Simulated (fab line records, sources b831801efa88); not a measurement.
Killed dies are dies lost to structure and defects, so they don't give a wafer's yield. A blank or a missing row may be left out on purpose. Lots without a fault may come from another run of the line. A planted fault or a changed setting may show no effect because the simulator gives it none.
One fault seen from 2 desks | flow gf180mcu | each desk has only its own numbers; what lay behind them comes last

THE METROLOGY DESK
What the gauges read, lot by lot, whatever tool the lot ran on: means of the sampled wafers that have a number. A lot is out of limits, marked OUT, if its mean lies more than 4 standard deviations from the usual mean; the brackets give that distance.
Columns: A = NSD_RS at GF_PSD_RS_MEAS_14, usual 46.16 ohm/sq; B = PSD_RS at GF_PSD_RS_MEAS_15, usual 108.59 ohm/sq; C = cd_nm at GF_M2_CD_MEAS_14, usual 280.2 nm; D = M3_ALCU_THK at GF_M3_THK_MEAS_06, usual 442 nm; E = V3_OVL at GF_V3_OVL_MEAS_15, usual 2 nm
lot  | first seen here | A                | B                 | C     | D   | E
L662 | day 14 18:19    | 46.12            | 108.59            | 280.3 | 446 | -1
L663 | day 15 06:06    | 46.11            | 108.48            | 280.9 | 441 | -2
L667 | day 15 18:45    | 46.19            | 108.82            | 279.7 | 443 | 7
L666 | day 15 22:48    | 46.21            | 108.66            | 278.5 | 439 | 5
L670 | day 17 00:34    | 46.93 (+8.4) OUT | 110.70 (+7.3) OUT | 281.9 | 442 | 1
L672 | day 17 20:06    | 46.72 (+6.1) OUT | 110.28 (+5.8) OUT | 280.2 | 450 | -2
L678 | day 19 21:08    | 46.12            | 108.43            | 279.6 | 439 | -4
L679 | day 20 09:02    | 46.17            | 108.53            | 281.6 | 440 | 7
L681 | day 21 00:46    | 46.10            | 108.29            | 279.8 | 439 | -4
L682 | day 21 07:29    | 46.03            | 108.28            | 282.1 | 436 | -1
L683 | day 21 17:20    | 46.14            | 108.40            | 279.3 | 441 | 0
L684 | day 21 21:48    | 46.28            | 108.93            | 280.1 | 435 | -1
L685 | day 22 06:18    | 46.20            | 108.91            | 278.5 | 448 | 6
This desk's finding: out of limits on L670, L672; first on L670, day 17 00:34 (NSD_RS at GF_PSD_RS_MEAS_14). In limits: L662, L663, L667, L666, L678, L679, L681, L682, L683, L684, L685.

THE TOOL OWNER'S DESK: rtp_anneal-02
The tool's own readings at GF_PSD_RTA_13 (time 20 s): means of the sampled wafers that have a number, for each lot that ran on this tool. A lot is out of limits, marked OUT, if its mean lies more than 4 standard deviations from the usual mean; the brackets give that distance.
Columns: A = lamp_power_pct at GF_PSD_RTA_13, usual 34.2 %; B = run_length_s at GF_PSD_RTA_13, usual 48.40 s; C = wafer_temp_C_max at GF_PSD_RTA_13, usual 1031.3
lot  | first seen here | A    | B                | C
L662 | day 14 18:13    | 33.8 | 48.30            | 1031.4
L666 | day 15 22:43    | 33.7 | 48.21            | 1032.2
L670 | day 17 00:29    | 33.7 | 45.83 (-11) OUT  | 1032.5
L672 | day 17 20:01    | 33.7 | 46.42 (-8.6) OUT | 1032.4
L679 | day 20 08:56    | 33.7 | 48.18            | 1033.1
L683 | day 21 17:15    | 33.7 | 48.34            | 1031.6
This desk's finding: out of limits on L670, L672; first on L670, day 17 00:29 (run_length_s at GF_PSD_RTA_13). In limits: L662, L666, L679, L683.

PUT TOGETHER
The tool owner's desk could have raised an alarm at day 17 00:29, on L670, L672.
The metrology desk could have raised an alarm at day 17 00:34, on L670, L672.
Of the lots named, all ran GF_PSD_RTA_13 on rtp_anneal-02.

WHAT THE SIMULATOR HAD PUT IN
Process parameter drift: rtp_anneal-02, from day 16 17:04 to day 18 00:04, at GF_PSD_RTA_13. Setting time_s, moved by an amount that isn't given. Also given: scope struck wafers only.
Lots struck among those shown: L670, L672.
Hours from the fault's start to each desk's first reading out of limits: the tool owner's desk, 7; the metrology desk, 8.
